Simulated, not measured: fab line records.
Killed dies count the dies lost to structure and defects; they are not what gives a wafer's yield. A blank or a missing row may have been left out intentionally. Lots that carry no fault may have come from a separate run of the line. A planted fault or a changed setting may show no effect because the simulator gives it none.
Lot-split experiment    flow sky130    on a route of 708 steps: 5 lots, 23 wafers read

THE SPLIT
At SKY_POLY_CUT_COAT_03 (resist thk 450 nm), the setting spinRpm was moved away from the recipe's 3000 rpm on 5 of the 23 wafers read, by -3.6% to +3.4%. For the rest of the wafers, this setting stayed at what the recipe calls for.

Reading taken at the split's own step.

THE READING
KrF-thick_of_POLY_CUT_COAT_03.thkNm (the simulator's own value, which no gauge read), in nm, at SKY_POLY_CUT_COAT_03 (resist thk 450 nm). No usual value for it is given in the file. The 18 wafers here that ran the recipe average 448.9 nm, standard deviation 1.2 nm.

wafer   tool, chamber at the split  spinRpm as run, rpm  against the recipe  KrF-thick_of_POLY_CUT_COAT_03.thkNm, nm  against lot-mates on the recipe
L074.1  lithoTrack-04, 0            3000                 recipe              448.5                                    -
L074.2  lithoTrack-04, 0            3000                 recipe              448.4                                    -
L074.4  lithoTrack-04, 0            3000                 recipe              446.1                                    -
L074.5  lithoTrack-04, 0            3000                 recipe              447.3                                    -
L074.6  lithoTrack-04, 0            3000                 recipe              449.2                                    -
L076.1  lithoTrack-02, 0            3000                 recipe              449                                      -
L076.2  lithoTrack-02, 0            3000                 recipe              448.7                                    -
L076.3  lithoTrack-02, 0            3000                 recipe              449.8                                    -
L076.4  lithoTrack-02, 0            3101                 +3.4%               441.7                                    -7.5
L076.5  lithoTrack-02, 0            3101                 +3.4%               441.3                                    -7.9
L083.1  lithoTrack-03, 0            2892                 -3.6%               457.9                                    +6.9
L083.2  lithoTrack-03, 0            3000                 recipe              451.2                                    -
L083.3  lithoTrack-03, 0            2892                 -3.6%               458.4                                    +7.4
L083.4  lithoTrack-03, 0            3000                 recipe              450.7                                    -
L083.6  lithoTrack-03, 0            2892                 -3.6%               459.4                                    +8.4
L080.1  lithoTrack-02, 0            3000                 recipe              450.5                                    -
L080.2  lithoTrack-02, 0            3000                 recipe              449.5                                    -
L080.3  lithoTrack-02, 0            3000                 recipe              449.5                                    -
L085.1  lithoTrack-02, 0            3000                 recipe              448.4                                    -
L085.2  lithoTrack-02, 0            3000                 recipe              448.8                                    -
L085.3  lithoTrack-02, 0            3000                 recipe              448.3                                    -
L085.4  lithoTrack-02, 0            3000                 recipe              449                                      -
L085.5  lithoTrack-02, 0            3000                 recipe              448                                      -

FIT RESULTS
A straight line over all 23 wafers: KrF-thick_of_POLY_CUT_COAT_03.thkNm changes by -2.49 nm for each +1% of spinRpm; r = -0.96; the points scatter about the line by 1.2 nm.
The same after taking each lot's own level away (the mean of its wafers on the recipe; 23 wafers): -2.18 nm for each +1%; r = -0.98; scatter 0.67 nm.
That fit puts the effect of the largest move of spinRpm on the reading at 7.8 nm.
From 447.90 to 450.95 nm: that is the span of the lots' own levels, equal to 2.6 times the standard deviation above.
So the slope is not independent of the lot-to-lot level: the two fits are not the same.
Check: for one of the wafers moved furthest among these (-3.6%), held out of the fit, the line's prediction against its lot-mates is +8.04 nm. It came out at +6.95 nm against them.

THE OTHER SPLITS THESE WAFERS WENT THROUGH
These wafers also went through other splits before the reading. Each is held against what the fit with the lots' levels taken away leaves over:
other split on the same wafers   wafers away from the commonest value  r with KrF-thick_of_POLY_CUT_COAT_03.thkNm (lot level and that fit taken away)
SKY_LDD_HVN_COAT_02 resistThkNm  4                                     -0.20
SKY_LDD_HVN_IMPLANT_08 doseCm2   11                                    -0.11

THE WHOLE CHAIN: every reading that the file lists as answering this split, in the file's order
step                   what it does       reading                                                                               change (the file's fit)               r (the file's)
SKY_POLY_CUT_COAT_03   resist thk 450 nm  KrF-thick_of_POLY_CUT_COAT_03.thkNm (the simulator's own value, which no gauge read)  -2.19 nm for each +1% of the setting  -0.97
SKY_POLY_CUT_STRIP_12  strips in O2/N2    stripTimeToEndpointS                                                                  withheld for each +1% of the setting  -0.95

FILE'S OWN FIT
KrF-thick_of_POLY_CUT_COAT_03.thkNm changes by -2.19 nm for each +1% of spinRpm, r = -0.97.
